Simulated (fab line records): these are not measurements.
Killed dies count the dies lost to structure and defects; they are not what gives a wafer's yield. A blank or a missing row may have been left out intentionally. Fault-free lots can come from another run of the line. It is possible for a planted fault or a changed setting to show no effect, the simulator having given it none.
fab line records | flow sky130
record lots=13 wafers=38 last-day=50
route steps=708 shown CAP2M@603 METAL4@633 VIA4@639 PAD_OPEN@708
lots that met no fault: taken from a fault-free run of the same line
start-h: start of the lot's first displayed wafer, in hours after the record's first day | wait-h: hours elapsed since this lot's preceding step | " as in the row above | L1.1+2: a single row standing in for several wafers | - no value present, or no start provided | * or withheld: withheld | < > ~ a bound
route shown NAME@n: names a module that has steps shown in the file, with the first one's number in the route | usual: mean/standard deviation of fault-free wafers | same: alike in all rows | chamber/n: place in a boat | sites: each site's reading | _std_site: standard deviation across them | _edge_site: inner sites' mean taken away from outer sites' mean | radius-mm: for every site, how far away it sits from the centre of the wafer | mask NAME#n: copy n | behind: the most recent tool/chamber to have shaped the wafer | hold: why the lot went on hold/how many hours it stayed there/how the hold came to an end | device: names the non-switching transistor (n, p or np) | end of line: tests of these same wafers at the route's end | a step with no rows: only its recipe | killed: dies that structure and defects cost at the first sort, which is not the same as the wafer's yield | map: a wafer's dies, marking killed ones x, the rest . and places with no die _
set.NAME: the setting as run; set.NAME@STEP: as run at that earlier step | model.NAME: the simulator's own value behind a step, which no gauge read
the route's steps for a sample of lots (tables are steps, rows are wafers)
services: a tool's chamber out of use, with start hour (start-h, from the record's first day; less than 0 if before it), hours out, and reason
## steps
# step SKY_CAP2M_CVD_00
# recipe material=SiO2 target-thk-nm=15.5 temp-c=400 time-s=withheld rf-w=450
# usual heater-power-w=701/96
# columns lot.wafer tool chamber start-h wait-h heater-power-w
L102.1 pecvd-03 2 928.55 0.0 628
L102.5 " 0 " " 839
L102.6 " 1 " " 552
L103.2 pecvd-04 1 933.94 0.0 666
L103.3 " 2 " " 546
L103.4 " 2 " " 519
L104.3 pecvd-03 1 945.45 0.0 609
L104.4 " 0 " " 715
L104.6 " 2 " " 778
L107.1 pecvd-02 2 962.26 0.0 763
L107.3 " 1 " " 661
L107.5 " 2 " " 743
L106.1 pecvd-04 0 962.35 0.0 650
L106.3 " 1 " " 564
L106.6 " 1 " " 562
L105.1 pecvd-03 1 963.41 0.0 631
L105.4 " 1 " " 625
L105.6 " 0 " " 803
L108.3 pecvd-02 0 964.95 0.0 736
L108.4 " 1 " " 603
L108.5 " 2 " " 836
L109.1 pecvd-04 2 985.02 0.0 550
L109.2 " 0 " " 672
L109.4 " 1 " " 633
L113.1 pecvd-02 2 1007.02 0.0 780
L113.3 " 0 " " 791
L123.1 pecvd-04 2 1061.51 0.0 584
L123.3 " 1 " " 638
L123.4 " 0 " " 786
L122.2 pecvd-02 0 1062.35 0.0 743
L122.3 " 1 " " 650
L122.5 " 0 " " 771
L124.1 pecvd-02 0 1068.68 0.0 760
L124.3 " 1 " " 664
L124.5 " 1 " " 657
L125.1 pecvd-04 1 1072.26 0.0 587
L125.2 " 0 " " 753
L125.6 " 0 " " 761
# step SKY_CAP2M_THK_MEAS_01
# recipe reads=SiO2_of_CAP2M_CVD_00
# usual CAP2M_CVD_00_THK=15.60/0.21
# columns lot.wafer tool chamber start-h wait-h CAP2M_CVD_00_THK[nm]
L102.1 film-metro-01 - 928.58 - 15.26
L102.5 " - " " 15.59
L102.6 " - " " 15.53
L103.2 film-metro-02 - 933.97 - 15.28
L103.3 " - " " 15.26
L103.4 " - " " 15.63
L104.3 film-metro-03 - 945.49 - 15.43
L104.4 " - " " 15.79
L104.6 " - " " 15.52
L107.1 film-metro-01 - 962.28 - 15.40
L107.3 " - " " 15.20
L107.5 " - " " 15.78
L106.1 film-metro-03 - 962.37 - 15.56
L106.3 " - " " 15.26
L106.6 " - " " 15.44
L105.1 film-metro-02 - 963.43 - 15.46
L105.4 " - " " 15.69
L105.6 " - " " 15.59
L108.3 film-metro-02 - 964.99 - 15.41
L108.4 " - " " 15.73
L108.5 " - " " 15.83
L109.1 film-metro-01 - 985.04 - 15.50
L109.2 " - " " 15.43
L109.4 " - " " 15.67
L113.1 film-metro-02 - 1007.06 - 15.55
L113.3 " - " " 15.92
L123.1 film-metro-01 - 1061.54 - 15.57
L123.3 " - " " 15.54
L123.4 " - " " 15.89
L122.2 film-metro-01 - 1062.38 - 15.94
L122.3 " - " " 15.76
L122.5 " - " " 16.06
L124.1 film-metro-01 - 1068.71 - 15.29
L124.3 " - " " 15.65
L124.5 " - " " 15.57
L125.1 film-metro-01 - 1072.29 - 15.56
L125.2 " - " " 15.55
L125.6 " - " " 15.85
# step SKY_METAL4_ETCH_17
# recipe target=SiO2 stop-on=TiN chemistry=C4F8/O2/Ar source-w=1500 bias-w=1200 pressure-mtorr=40 c4f8-flow-sccm=withheld O2_flow_sccm=6 Ar_flow_sccm=300 time-s=3.9 target-depth-a=150
# usual oes-product-au=0.758/0.0068
# columns lot.wafer tool chamber start-h wait-h oes-product-au
L102.1 rie-diel-01 1 978.37 0.1 0.749
L102.5 " 1 " " 0.752
L102.6 " 2 " " 0.757
L103.2 rie-diel-02 0 982.91 0.1 0.754
L103.3 " 2 " " 0.745
L103.4 " 3 " " 0.763
L104.3 rie-diel-03 2 993.13 0.0 0.756
L104.4 " 3 " " 0.767
L104.6 " 0 " " 0.761
L107.1 rie-diel-01 0 1009.12 0.1 0.752
L107.3 " 3 " " 0.743
L107.5 " 0 " " 0.756
L106.1 rie-diel-03 2 1009.76 0.1 0.749
L106.3 " 0 " " 0.747
L106.6 " 0 " " 0.753
L105.1 rie-diel-02 1 1010.76 0.1 0.763
L105.4 " 0 " " 0.758
L105.6 " 2 " " 0.754
L108.3 rie-diel-03 3 1012.82 0.0 0.755
L108.4 " 2 " " 0.757
L108.5 " 1 " " 0.763
L109.1 rie-diel-01 0 1031.76 0.1 0.752
L109.2 " 1 " " 0.757
L109.4 " 2 " " 0.757
L113.1 rie-diel-01 2 1053.66 0.1 0.753
L113.3 " 3 " " 0.766
L123.1 rie-diel-03 0 1103.56 0.1 0.757
L123.3 " 1 " " 0.762
L123.4 " 2 " " 0.766
L122.2 rie-diel-02 2 1105.21 0.1 0.766
L122.3 " 3 " " 0.760
L122.5 " 1 " " 0.774
L124.1 rie-diel-02 3 1111.43 0.1 0.757
L124.3 " 0 " " 0.759
L124.5 " 3 " " 0.761
L125.1 rie-diel-01 1 1113.77 0.1 0.751
L125.2 " 2 " " 0.763
L125.6 " 1 " " 0.772
# step SKY_VIA4_HDPCVD_00
# recipe material=SiO2 target-thk-nm=1750 sigma-open-frac=0.3 time-s=291.7 temp-c=400 sih4-flow-sccm=60 pressure-mtorr=6
# usual run-length-s=319.8/0.65
# columns lot.wafer tool chamber start-h wait-h run-length-s
L102.1 hdpcvd-01 2 979.16 0.0 320.3
L102.5 " 1 " " 318.9
L102.6 " 2 " " 320.5
L103.2 hdpcvd-02 0 983.70 0.0 319.2
L103.3 " 1 " " 319.6
L103.4 " 0 " " 319.5
L104.3 hdpcvd-01 0 994.05 0.0 320.2
L104.4 " 2 " " 320.7
L104.6 " 0 " " 321.0
L107.1 hdpcvd-01 0 1009.91 0.0 320.2
L107.3 " 1 " " 318.7
L107.5 " 2 " " 320.8
L106.1 hdpcvd-02 0 1010.55 0.0 319.3
L106.3 " 2 " " 319.9
L106.6 " 2 " " 320.0
L105.1 hdpcvd-01 2 1011.55 0.0 320.5
L105.4 " 2 " " 321.1
L105.6 " 0 " " 320.1
L108.3 hdpcvd-01 1 1014.00 0.0 318.7
L108.4 " 0 " " 320.1
L108.5 " 2 " " 320.2
L109.1 hdpcvd-02 2 1032.57 0.0 320.8
L109.2 " 0 " " 319.0
L109.4 " 0 " " 319.2
L113.1 hdpcvd-01 0 1054.49 0.0 320.4
L113.3 " 1 " " 327.6
L123.1 hdpcvd-02 2 1104.39 0.0 320.8
L123.3 " 0 " " 319.1
L123.4 " 0 " " 319.5
L122.2 hdpcvd-02 1 1106.02 0.0 319.6
L122.3 " 2 " " 320.0
L122.5 " 2 " " 320.8
L124.1 hdpcvd-01 0 1112.22 0.0 320.2
L124.3 " 1 " " 319.0
L124.5 " 1 " " 318.7
L125.1 hdpcvd-01 2 1114.61 0.0 320.3
L125.2 " 1 " " 318.7
L125.6 " 2 " " 320.2
# step SKY_PAD_OPEN_PROBE_99
# usual defect-limited-yield=82.4/1.9 killed_at_M0_to_M3=43/7.5 killed_at_M4_up=3.3/1.9 killed-at-contacts=24/4.6 killed-at-front-end=16/4.9 killed-at-other=0.2/0.46 killed-dies=87/9.1 killed-open=47/7.4 killed-short=39/6.6 sort_bin_3_pad_short=0.9/0.43 sort_bin_5_function=10.3/1.4 sort_bin_6_memory=6.4/1.1 sort-n-pass=405/9.1 sort-yield-pct=82.4/1.9
# same gross-dies=492 killed-at-back-side=0 sort_bin_4_leakage[%]=0 sort_bin_8_speed[%]=0
# columns lot.wafer tool chamber start-h wait-h defect-limited-yield[%] killed_at_M0_to_M3 killed_at_M4_up killed-at-contacts killed-at-front-end killed-at-other killed-dies killed-open killed-short sort_bin_3_pad_short[%] sort_bin_5_function[%] sort_bin_6_memory[%] sort-n-pass sort-yield-pct[%]
L102.1 prober-01 - 1074.10 0.1 85.8 33 9 20 8 0 70 36 34 0.6 8.9 4.7 422 85.8
L102.5 prober-01 - 1074.30 0.2 84.3 34 5 25 13 0 77 46 31 0.6 7.9 7.1 415 84.3
L102.6 prober-01 - 1074.35 0.2 82.7 46 6 23 9 1 85 42 43 1.2 8.7 7.3 407 82.7
L103.2 prober-02 - 1078.98 0.1 83.1 44 0 25 14 0 83 44 39 0.8 10.4 5.7 409 83.1
L103.3 prober-02 - 1079.03 0.2 84.3 36 5 20 16 0 77 47 30 0.4 9.8 5.5 415 84.3
L103.4 prober-02 - 1079.08 0.2 82.9 42 0 25 17 0 84 48 36 1.0 8.7 7.3 408 82.9
L104.3 prober-01 - 1088.35 0.2 80.7 44 4 36 11 0 95 46 45 0.8 11.2 7.3 397 80.7
L104.4 prober-01 - 1088.40 0.2 79.7 49 7 26 18 0 100 51 48 0.8 14.2 5.3 392 79.7
L104.6 prober-01 - 1088.50 0.2 80.5 50 5 31 10 0 96 54 40 1.2 11.6 6.7 396 80.5
L107.1 prober-02 - 1102.44 0.1 84.8 37 4 20 14 0 75 40 35 0.8 9.3 5.1 417 84.8
L107.3 prober-02 - 1102.54 0.2 81.5 49 1 29 12 0 91 48 42 1.4 11.0 6.1 401 81.5
L107.5 prober-02 - 1102.64 0.2 87.6 37 3 13 8 0 61 24 37 0.8 7.5 4.1 431 87.6
L105.1 prober-02 - 1103.80 0.1 83.5 43 5 21 12 0 81 43 38 0.8 10.6 5.1 411 83.5
L105.4 prober-02 - 1103.95 0.2 82.3 43 3 22 19 0 87 47 40 0.8 9.8 7.1 405 82.3
L105.6 prober-02 - 1104.05 0.2 82.3 46 3 27 11 0 87 46 40 0.6 10.0 7.1 405 82.3
L106.1 prober-01 - 1103.80 0.1 81.7 42 3 26 18 1 90 49 39 0.8 12.8 4.7 402 81.7
L106.3 prober-01 - 1103.90 0.2 81.5 43 0 28 20 0 91 53 38 1.0 10.0 7.5 401 81.5
L106.6 prober-01 - 1104.05 0.2 82.1 48 2 27 11 0 88 38 49 1.0 9.3 7.5 404 82.1
L108.3 prober-02 - 1106.36 0.2 81.9 44 3 27 15 0 89 46 43 0 9.8 8.3 403 81.9
L108.4 prober-02 - 1106.41 0.2 85.0 39 0 20 15 0 74 39 34 0.6 10.6 3.9 418 85.0
L108.5 prober-02 - 1106.46 0.2 81.5 47 3 21 20 0 91 51 39 0.4 12.0 6.1 401 81.5
L109.1 prober-01 - 1121.05 0.1 82.9 40 3 26 15 0 84 50 33 1.2 9.6 6.3 408 82.9
L109.2 prober-01 - 1121.10 0.1 82.7 40 2 25 18 0 85 39 46 1.0 11.2 5.1 407 82.7
L109.4 prober-01 - 1121.20 0.2 79.5 54 3 22 21 1 101 55 44 0.6 11.8 8.1 391 79.5
L113.1 prober-01 - 1140.52 0.1 79.9 62 2 25 10 0 99 58 41 1.2 10.4 8.5 393 79.9
L113.3 prober-01 - 1140.62 0.2 83.5 38 2 27 14 0 81 45 36 0.6 8.1 7.7 411 83.5
L123.1 prober-02 - 1182.23 0.1 80.9 49 3 25 17 0 94 52 41 1.0 11.4 6.7 398 80.9
L123.3 prober-02 - 1182.33 0.2 81.5 42 3 22 24 0 91 40 50 1.0 11.2 6.3 401 81.5
L123.4 prober-02 - 1182.38 0.2 83.3 36 4 21 21 0 82 46 35 1.6 8.1 6.9 410 83.3
L122.2 prober-01 - 1183.96 0.1 81.1 44 2 28 19 0 93 52 41 0.4 11.4 7.1 399 81.1
L122.3 prober-01 - 1184.01 0.2 82.9 44 2 21 17 0 84 53 31 0.4 11.2 5.5 408 82.9
L122.5 prober-01 - 1184.11 0.2 84.3 30 2 23 22 0 77 34 43 1.6 7.5 6.5 415 84.3
L124.1 prober-02 - 1189.38 0.1 81.7 52 3 20 14 1 90 48 42 1.4 11.0 5.9 402 81.7
L124.3 prober-02 - 1189.48 0.2 81.7 44 1 28 17 0 90 49 41 0.4 10.8 7.1 402 81.7
L124.5 prober-02 - 1189.58 0.2 81.1 47 3 24 19 0 93 50 43 1.2 10.6 7.1 399 81.1
L125.1 prober-01 - 1190.30 0.1 84.3 30 5 21 21 0 77 38 39 0.4 11.0 4.3 415 84.3
L125.2 prober-01 - 1190.35 0.1 83.7 37 4 25 13 1 80 49 31 0 11.0 5.3 412 83.7
L125.6 prober-01 - 1190.55 0.2 82.9 42 6 16 19 1 84 46 38 0.6 9.8 6.7 408 82.9
# killed by level:class
L102.1 METAL4:geometric-particle:short=7 VIA1:geometric-particle:open=6 VIA2:geometric-particle:open=6 LI_CONTACT:geometric-particle:open=5 LOCAL_INTERCONNECT:geometric-particle:short=5 CONTACT:geometric-particle:open=5 CONTACT:geometric-particle:short=4 METAL1:geometric-particle:short=4
L102.5 CONTACT:geometric-particle:open=9 VIA1:geometric-particle:open=8 METAL1:geometric-particle:short=6 VIA3:geometric-particle:open=6 LI_CONTACT:geometric-particle:open=5 LOCAL_INTERCONNECT:geometric-particle:short=5 VIA1:geometric-particle:short=5 POLY_GATE:geometric-particle:open=4
L102.6 VIA1:geometric-particle:open=10 METAL2:geometric-particle:short=8 CONTACT:geometric-particle:open=7 VIA3:geometric-particle:open=7 LI_CONTACT:geometric-particle:open=5 LOCAL_INTERCONNECT:geometric-particle:short=5 CONTACT:geometric-particle:short=5 METAL1:geometric-particle:short=5
L103.2 LI_CONTACT:geometric-particle:open=11 VIA1:geometric-particle:open=9 METAL2:geometric-particle:short=8 CONTACT:geometric-particle:open=6 POLY_GATE:geometric-particle:short=5 METAL3:geometric-particle:short=5 FIELD_ISO:geometric-particle:short=4 CONTACT:geometric-particle:short=4
L103.3 LI_CONTACT:geometric-particle:open=8 VIA3:geometric-particle:open=8 VIA1:geometric-particle:open=7 METAL1:geometric-particle:short=7 CONTACT:geometric-particle:open=6 FIELD_ISO:geometric-particle:open=5 POLY_GATE:geometric-particle:open=5 FIELD_ISO:geometric-particle:short=4
L103.4 VIA1:geometric-particle:open=12 CONTACT:geometric-particle:open=10 VIA2:geometric-particle:open=8 LI_CONTACT:geometric-particle:open=7 METAL2:geometric-particle:short=7 METAL1:geometric-particle:short=5 FIELD_ISO:geometric-particle:short=5 POLY_GATE:geometric-particle:open=5
L104.3 CONTACT:geometric-particle:open=14 LI_CONTACT:geometric-particle:open=10 VIA1:geometric-particle:open=10 METAL2:geometric-particle:short=9 CONTACT:geometric-particle:short=6 VIA1:geometric-particle:short=6 METAL1:geometric-particle:short=5 LOCAL_INTERCONNECT:geometric-particle:short=4
L104.4 VIA1:geometric-particle:open=15 CONTACT:geometric-particle:open=12 FIELD_ISO:geometric-particle:short=7 VIA2:geometric-particle:open=7 CONTACT:geometric-particle:short=6 METAL1:geometric-particle:short=6 VIA3:geometric-particle:open=5 VIA1:geometric-particle:short=5
L104.6 VIA1:geometric-particle:open=16 CONTACT:geometric-particle:short=11 CONTACT:geometric-particle:open=8 VIA2:geometric-particle:open=7 VIA3:geometric-particle:open=7 LI_CONTACT:geometric-particle:open=6 METAL2:geometric-particle:short=6 METAL4:geometric-particle:short=5
L107.1 VIA1:geometric-particle:open=9 LI_CONTACT:geometric-particle:open=7 METAL2:geometric-particle:short=5 LI_CONTACT:geometric-particle:short=4 LOCAL_INTERCONNECT:geometric-particle:short=4 VIA2:geometric-particle:open=4 VIA3:geometric-particle:short=4 POLY_GATE:geometric-particle:short=3
L107.3 VIA1:geometric-particle:open=14 CONTACT:geometric-particle:open=7 CONTACT:geometric-particle:short=7 METAL2:geometric-particle:short=6 LI_CONTACT:geometric-particle:open=6 METAL1:geometric-particle:short=6 VIA2:geometric-particle:open=5 LI_CONTACT:geometric-particle:short=4
L107.5 VIA2:geometric-particle:open=7 VIA1:geometric-particle:short=5 METAL3:geometric-particle:short=5 VIA3:geometric-particle:short=5 VIA1:geometric-particle:open=4 METAL1:geometric-particle:short=4 LI_CONTACT:geometric-particle:open=4 CONTACT:geometric-particle:open=4
L105.1 VIA2:geometric-particle:open=10 CONTACT:geometric-particle:open=7 METAL1:geometric-particle:short=6 VIA3:geometric-particle:open=6 LI_CONTACT:geometric-particle:open=5 LOCAL_INTERCONNECT:geometric-particle:short=5 VIA1:geometric-particle:open=5 POLY_GATE:geometric-particle:open=4
L106.1 CONTACT:geometric-particle:open=9 LI_CONTACT:geometric-particle:open=8 METAL1:geometric-particle:short=7 VIA3:geometric-particle:open=7 VIA1:geometric-particle:open=6 FIELD_ISO:geometric-particle:short=5 LI_CONTACT:geometric-particle:short=5 VIA2:geometric-particle:open=5
L106.3 CONTACT:geometric-particle:open=11 VIA3:geometric-particle:open=9 VIA1:geometric-particle:open=8 FIELD_ISO:geometric-particle:short=6 LOCAL_INTERCONNECT:geometric-particle:short=5 LI_CONTACT:geometric-particle:open=5 METAL2:geometric-particle:short=5 FIELD_ISO:geometric-particle:open=4
L105.4 VIA1:geometric-particle:open=11 CONTACT:geometric-particle:open=8 POLY_GATE:geometric-particle:short=7 VIA2:geometric-particle:open=7 METAL1:geometric-particle:short=6 METAL2:geometric-particle:short=6 LI_CONTACT:geometric-particle:open=5 LOCAL_INTERCONNECT:geometric-particle:short=5
L105.6 VIA1:geometric-particle:open=10 LI_CONTACT:geometric-particle:open=8 VIA2:geometric-particle:open=8 CONTACT:geometric-particle:open=8 VIA3:geometric-particle:open=6 METAL1:geometric-particle:short=6 LOCAL_INTERCONNECT:geometric-particle:short=5 CONTACT:geometric-particle:short=5
L106.6 VIA1:geometric-particle:short=10 VIA1:geometric-particle:open=8 CONTACT:geometric-particle:open=7 CONTACT:geometric-particle:short=7 METAL1:geometric-particle:short=6 METAL2:geometric-particle:short=5 VIA3:geometric-particle:short=4 LI_CONTACT:geometric-particle:short=4
L108.3 VIA1:geometric-particle:open=12 CONTACT:geometric-particle:open=8 LI_CONTACT:geometric-particle:open=6 VIA3:geometric-particle:open=6 LI_CONTACT:geometric-particle:short=5 VIA2:geometric-particle:open=5 FIELD_ISO:geometric-particle:short=4 METAL1:geometric-particle:short=4
L108.4 VIA1:geometric-particle:open=8 CONTACT:geometric-particle:open=8 VIA1:geometric-particle:short=7 VIA3:geometric-particle:open=6 VIA2:geometric-particle:open=4 FIELD_ISO:geometric-particle:open=3 FIELD_ISO:geometric-particle:short=3 POLY_GATE:geometric-particle:short=3
L108.5 VIA1:geometric-particle:open=12 CONTACT:geometric-particle:open=9 VIA1:geometric-particle:short=7 LI_CONTACT:geometric-particle:open=6 METAL2:geometric-particle:short=6 FIELD_ISO:geometric-particle:open=5 VIA2:geometric-particle:open=5 VIA3:geometric-particle:open=5
L109.1 VIA1:geometric-particle:open=11 CONTACT:geometric-particle:open=10 LI_CONTACT:geometric-particle:open=6 VIA2:geometric-particle:open=5 POLY_GATE:geometric-particle:short=4 POLY_CUT:geometric-particle:open=4 VIA3:geometric-particle:short=4 LOCAL_INTERCONNECT:geometric-particle:short=3
L109.2 VIA1:geometric-particle:open=11 LI_CONTACT:geometric-particle:open=9 FIELD_ISO:geometric-particle:short=8 LOCAL_INTERCONNECT:geometric-particle:short=7 VIA1:geometric-particle:short=6 VIA2:geometric-particle:open=6 CONTACT:geometric-particle:open=5 METAL1:geometric-particle:short=4
L109.4 VIA1:geometric-particle:open=14 VIA3:geometric-particle:open=10 FIELD_ISO:geometric-particle:short=8 VIA1:geometric-particle:short=8 FIELD_ISO:geometric-particle:open=7 LI_CONTACT:geometric-particle:open=7 CONTACT:geometric-particle:open=5 CONTACT:geometric-particle:short=5
L113.1 VIA1:geometric-particle:open=11 CONTACT:geometric-particle:open=11 VIA3:geometric-particle:open=9 VIA2:geometric-particle:open=7 METAL1:geometric-particle:short=7 CONTACT:geometric-particle:short=6 VIA1:geometric-particle:short=5 VIA2:geometric-particle:short=5
L113.3 CONTACT:geometric-particle:open=9 VIA2:geometric-particle:open=8 LI_CONTACT:geometric-particle:open=7 VIA1:geometric-particle:open=7 VIA3:geometric-particle:open=6 FIELD_ISO:geometric-particle:short=6 CONTACT:geometric-particle:short=5 METAL1:geometric-particle:short=5
L123.1 VIA1:geometric-particle:open=11 VIA3:geometric-particle:open=10 LI_CONTACT:geometric-particle:open=8 CONTACT:geometric-particle:open=6 VIA2:geometric-particle:open=6 METAL2:geometric-particle:short=5 METAL1:geometric-particle:short=5 POLY_GATE:geometric-particle:short=4
L123.3 FIELD_ISO:geometric-particle:short=12 VIA1:geometric-particle:short=8 VIA1:geometric-particle:open=8 LI_CONTACT:geometric-particle:open=7 LI_CONTACT:geometric-particle:short=6 METAL1:geometric-particle:short=6 METAL2:geometric-particle:short=6 FIELD_ISO:geometric-particle:open=5
L123.4 VIA1:geometric-particle:open=11 CONTACT:geometric-particle:open=8 LI_CONTACT:geometric-particle:open=7 POLY_GATE:geometric-particle:open=6 METAL1:geometric-particle:short=5 METAL2:geometric-particle:short=5 FIELD_ISO:geometric-particle:open=4 FIELD_ISO:geometric-particle:short=4
L122.2 CONTACT:geometric-particle:open=16 VIA1:geometric-particle:open=10 VIA2:geometric-particle:short=7 METAL2:geometric-particle:short=6 FIELD_ISO:geometric-particle:short=5 LI_CONTACT:geometric-particle:open=5 METAL1:geometric-particle:short=4 VIA3:geometric-particle:open=4
L122.3 VIA1:geometric-particle:open=12 LI_CONTACT:geometric-particle:open=7 VIA3:geometric-particle:open=7 VIA2:geometric-particle:open=7 CONTACT:geometric-particle:open=6 FIELD_ISO:geometric-particle:short=5 FIELD_ISO:geometric-particle:open=4 METAL2:geometric-particle:open=4
L122.5 POLY_GATE:geometric-particle:short=10 CONTACT:geometric-particle:open=10 METAL2:geometric-particle:short=5 FIELD_ISO:geometric-particle:short=4 FIELD_ISO:geometric-particle:open=4 LI_CONTACT:geometric-particle:open=4 CONTACT:geometric-particle:short=4 VIA1:geometric-particle:short=4
L124.1 VIA1:geometric-particle:open=14 LI_CONTACT:geometric-particle:open=8 METAL1:geometric-particle:short=8 CONTACT:geometric-particle:open=6 VIA1:geometric-particle:short=6 VIA2:geometric-particle:open=5 METAL2:geometric-particle:short=5 VIA3:geometric-particle:short=5
L124.3 VIA1:geometric-particle:open=12 LI_CONTACT:geometric-particle:open=7 METAL1:geometric-particle:short=7 LI_CONTACT:geometric-particle:short=6 CONTACT:geometric-particle:open=6 METAL2:geometric-particle:short=6 FIELD_ISO:geometric-particle:open=5 CONTACT:geometric-particle:short=5
L124.5 VIA1:geometric-particle:open=11 LI_CONTACT:geometric-particle:open=8 VIA1:geometric-particle:short=7 VIA3:geometric-particle:open=7 FIELD_ISO:geometric-particle:open=6 CONTACT:geometric-particle:open=6 POLY_GATE:geometric-particle:short=5 METAL2:geometric-particle:short=5
L125.1 FIELD_ISO:geometric-particle:open=8 CONTACT:geometric-particle:open=8 VIA1:geometric-particle:open=7 METAL2:geometric-particle:short=7 METAL1:geometric-particle:short=5 POLY_GATE:geometric-particle:open=4 LI_CONTACT:geometric-particle:open=4 LOCAL_INTERCONNECT:geometric-particle:short=4
L125.2 VIA2:geometric-particle:open=10 LI_CONTACT:geometric-particle:open=9 CONTACT:geometric-particle:open=8 VIA1:geometric-particle:open=7 METAL1:geometric-particle:short=5 FIELD_ISO:geometric-particle:short=4 LOCAL_INTERCONNECT:geometric-particle:short=4 METAL2:geometric-particle:short=4
L125.6 VIA2:geometric-particle:open=12 VIA2:geometric-particle:short=7 FIELD_ISO:geometric-particle:open=6 VIA3:geometric-particle:open=6 FIELD_ISO:geometric-particle:short=5 LI_CONTACT:geometric-particle:open=5 VIA1:geometric-particle:open=5 CONTACT:geometric-particle:open=4
## services
# columns tool chamber start-h hours kind
rie-diel-02 1 908.29 15.2 repair
rie-diel-01 - 911.94 0.7 repair
rie-diel-01 2 917.34 16.8 repair
hdpcvd-01 2 919.96 15.2 repair
pecvd-04 - 925.76 6.0 pm
hdpcvd-02 - 931.67 0.5 repair
pecvd-02 - 942.55 3.3 repair
hdpcvd-01 - 950.25 15.0 pm
rie-diel-01 3 957.04 31.2 repair
rie-diel-03 1 970.18 14.6 repair
pecvd-04 - 979.91 3.6 repair
hdpcvd-02 - 994.23 1.6 repair
rie-diel-03 - 1004.63 0.2 repair
rie-diel-01 3 1018.43 3.9 repair
hdpcvd-01 0 1018.45 5.3 repair
hdpcvd-01 - 1034.21 1.4 repair
hdpcvd-02 - 1051.97 0.7 repair
rie-diel-01 3 1061.93 2.2 repair
rie-diel-01 2 1065.69 2.8 repair
rie-diel-01 1 1072.71 5.0 repair
rie-diel-01 - 1095.36 14.6 pm
hdpcvd-01 1 1096.65 5.8 repair
hdpcvd-01 - 1104.23 6.0 pm
hdpcvd-02 - 1110.26 6.0 pm
## key
first-sign step=SKY_VIA4_HDPCVD_00 reading=run-length-s direction=up sigmas=12 usual=* struck=*
effect none on later readings
met-at SKY_VIA4_HDPCVD_00
struck-lots L113
struck-wafers L113.3
not-acting-at SKY_CAP2M_CVD_00,SKY_CAP2M_THK_MEAS_01,SKY_METAL4_ETCH_17
onset-between 1014.00 1054.49
fault kind=process-parameter-drift tool=hdpcvd-01 chamber=- onset-h=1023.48 steps=SKY_VIA4_HDPCVD_00 channel=time-s offset=* shape=step end-h=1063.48 scope=struck-wafers-only acts-in=* stated=*
